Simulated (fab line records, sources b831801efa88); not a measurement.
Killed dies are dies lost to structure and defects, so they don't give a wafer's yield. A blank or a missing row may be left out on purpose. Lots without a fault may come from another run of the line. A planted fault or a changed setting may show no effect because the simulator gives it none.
Which tool did it? | flow sky130 | 15 lots, 45 wafers sampled, at 4 steps of a route of 708

WHAT THE GAUGES READ, wafer by wafer
SKY_POLY_CUT_CD_MEAS_08: target cd 270 nm. Usual: cd_nm 270.2 nm, standard deviation 1.3.
lot  | measured     | on        | cd_nm (nm)        | flag
L476 | day 24 13:03 | cd_sem-01 | 270.7 273.6 272.8 |
L478 | day 25 08:24 | cd_sem-01 | 269.0 271.2 271.5 |
L479 | day 25 21:52 | cd_sem-01 | 272.3 272.6 272.6 |
L481 | day 26 02:34 | cd_sem-01 | 270.2 269.1 270.1 |
L480 | day 26 06:13 | cd_sem-02 | 268.8 270.0 268.6 |
L483 | day 27 06:22 | cd_sem-02 | 270.3 270.7 268.4 |
L484 | day 27 18:33 | cd_sem-01 | 270.8 269.0 268.8 |
L485 | day 28 01:17 | cd_sem-02 | 272.5 272.1 272.4 |
L486 | day 28 10:01 | cd_sem-02 | 270.2 269.5 270.9 |
L488 | day 29 19:20 | cd_sem-02 | 269.7 268.1 268.5 |
L493 | day 30 04:44 | cd_sem-02 | 269.0 271.1 268.2 |
L495 | day 31 01:54 | cd_sem-02 | 269.7 270.0 269.9 |
L496 | day 31 04:50 | cd_sem-02 | 267.4 269.2 269.0 |
L497 | day 31 16:56 | cd_sem-01 | 268.3 268.0 268.6 |
L498 | day 31 23:35 | cd_sem-02 | 271.1 269.6 271.8 |

SKY_SD_N_RS_MEAS_16: measures by four-point-probe. Usual: SD_N_RS 68.47 ohm/sq, standard deviation 0.14.
lot  | measured     | on            | SD_N_RS (ohm/sq)  | flag
L476 | day 28 04:35 | film_metro-03 | 68.38 68.21 68.27 |
L478 | day 28 22:02 | film_metro-03 | 68.33 68.39 68.37 |
L479 | day 29 12:34 | film_metro-02 | 68.60 68.65 68.57 |
L481 | day 29 17:58 | film_metro-02 | 68.58 68.55 68.59 |
L480 | day 29 20:48 | film_metro-03 | 68.39 68.35 68.42 |
L483 | day 30 20:01 | film_metro-04 | 68.31 68.26 68.46 |
L484 | day 31 07:38 | film_metro-03 | 68.41 68.44 68.38 |
L485 | day 31 14:26 | film_metro-04 | 68.53 68.37 68.43 |
L486 | day 32 00:22 | film_metro-03 | 68.37 68.38 68.34 |
L488 | day 33 07:38 | film_metro-03 | 68.51 68.47 68.44 |
L493 | day 33 15:28 | film_metro-02 | 68.82 68.75 68.70 |
L495 | day 34 12:35 | film_metro-03 | 68.72 68.53 68.38 |
L496 | day 34 15:25 | film_metro-04 | 68.45 68.47 68.52 |
L497 | day 35 01:44 | film_metro-04 | 68.40 68.44 68.37 |
L498 | day 35 08:14 | film_metro-03 | 68.46 68.52 68.26 |

WHICH TOOL RAN EACH LOT (tool, then ch and the chambers of the sampled wafers, then the start)
lot  | SKY_SD_P_PEB_05                   | SKY_SD_N_RTA_14
L476 | litho_track-03 ch 0, day 25 18:21 | rtp_anneal-02 ch 0, day 28 04:24
L478 | litho_track-03 ch 0, day 26 12:33 | rtp_anneal-02 ch 0, day 28 21:51
L479 | litho_track-01 ch 0, day 27 01:46 | rtp_anneal-01 ch 0, day 29 12:23
L481 | litho_track-01 ch 0, day 27 07:34 | rtp_anneal-02 ch 0, day 29 17:46
L480 | litho_track-01 ch 0, day 27 10:55 | rtp_anneal-01 ch 0, day 29 20:37
L483 | litho_track-03 ch 0, day 28 10:40 | rtp_anneal-01 ch 0, day 30 19:47
L484 | litho_track-03, day 28 22:06      | rtp_anneal-02 ch 0, day 31 07:28
L485 | litho_track-02, day 29 05:36      | rtp_anneal-01 ch 0, day 31 14:14
L486 | litho_track-03, day 29 14:19      | rtp_anneal-02 ch 0, day 32 00:08
L488 | litho_track-01 ch 0, day 30 22:26 | rtp_anneal-01 ch 0, day 33 07:27
L493 | litho_track-01 ch 0, day 31 08:14 | rtp_anneal-01 ch 0, day 33 15:16
L495 | litho_track-02 ch 0, day 32 05:18 | rtp_anneal-01 ch 0, day 34 12:24
L496 | litho_track-02 ch 0, day 32 07:57 | rtp_anneal-02 ch 0, day 34 15:13
L497 | litho_track-03 ch 0, day 32 19:36 | rtp_anneal-01 ch 0, day 35 01:33
L498 | litho_track-03 ch 0, day 33 02:06 | rtp_anneal-02 ch 0, day 35 08:03
- SKY_SD_P_PEB_05
- SKY_SD_N_RTA_14: time 2 s.

WHAT THE TOOLS THEMSELVES READ (means of the sampled wafers that have a number; where no wafer has one, the mark that the record gives instead)
SKY_SD_P_PEB_05. Usual: exhaust_pa 44.9 Pa, standard deviation 0.89.
lot  | tool           | exhaust_pa (Pa) | flag
L476 | litho_track-03 | 44.7            |
L478 | litho_track-03 | 45.0            |
L479 | litho_track-01 | 46.1            |
L481 | litho_track-01 | 43.8            |
L480 | litho_track-01 | 44.7            |
L483 | litho_track-03 | 43.8            |
L484 | litho_track-03 | -               | OFF
L485 | litho_track-02 | -               | OFF
L486 | litho_track-03 | -               | OFF
L488 | litho_track-01 | 46.7            |
L493 | litho_track-01 | 46.2            |
L495 | litho_track-02 | 45.6            |
L496 | litho_track-02 | 46.8            |
L497 | litho_track-03 | 44.5            |
L498 | litho_track-03 | 45.0            |

SKY_SD_N_RTA_14. Usual: chamber_o2_ppm 2.002, standard deviation 0.018; lamp_power_pct 15.73 %, standard deviation 0.054; ramp_down_c_per_s 90.001, standard deviation 0.015; wafer_temp_C_max 1078.1, standard deviation 1.3.
lot  | tool          | chamber_o2_ppm | lamp_power_pct (%) | ramp_down_c_per_s | wafer_temp_C_max | flag
L476 | rtp_anneal-02 | 2.009          | 15.77              | 89.992            | 1078.3           |
L478 | rtp_anneal-02 | 2.012          | 15.73              | 90.013            | 1077.5           |
L479 | rtp_anneal-01 | 1.986          | 15.72              | 89.998            | 1079.9           |
L481 | rtp_anneal-02 | 2.012          | 15.74              | 90.007            | 1077.8           |
L480 | rtp_anneal-01 | 2.013          | 15.77              | 89.996            | 1077.3           |
L483 | rtp_anneal-01 | 1.992          | 15.73              | 89.993            | 1078.8           |
L484 | rtp_anneal-02 | 1.990          | 15.72              | 90.004            | 1078.1           |
L485 | rtp_anneal-01 | 2.001          | 15.70              | 90.021            | 1076.7           |
L486 | rtp_anneal-02 | 1.981          | 15.72              | 89.988            | 1079.2           |
L488 | rtp_anneal-01 | 1.991          | 15.71              | 90.014            | 1079.0           |
L493 | rtp_anneal-01 | 1.996          | 15.80              | 89.991            | 1077.2           |
L495 | rtp_anneal-01 | 1.992          | 15.73              | 89.998            | 1079.9           |
L496 | rtp_anneal-02 | 2.017          | 15.76              | 90.011            | 1077.6           |
L497 | rtp_anneal-01 | 1.998          | 15.67              | 89.996            | 1077.0           |
L498 | rtp_anneal-02 | 2.018          | 15.72              | 90.007            | 1077.8           |

THE ANSWER, worked out from the rows above alone
Rule: a lot is off if the mean of its wafers that have a number lies more than 3 standard deviations from the usual mean. A lot without any number at a reading at which 4 lots or more have one is off too. The other lots that the step has rows for count as sound. The gauges are gone through in route order, then the tools' own readings, and for those a lot's mean is taken as printed above. The first step at which some lot is off is used, and at that step the reading that is off furthest; a lot without a number counts as furthest.
Off: L484, L485, L486, at SKY_SD_P_PEB_05 (exhaust_pa). Without a number there: L484, L485, L486.
A tool fits if, at that step or a process step before it, it ran every lot that is off, and no sound lot after the first of them. None of those tried fits.

WHAT THE SIMULATOR HAD PUT IN
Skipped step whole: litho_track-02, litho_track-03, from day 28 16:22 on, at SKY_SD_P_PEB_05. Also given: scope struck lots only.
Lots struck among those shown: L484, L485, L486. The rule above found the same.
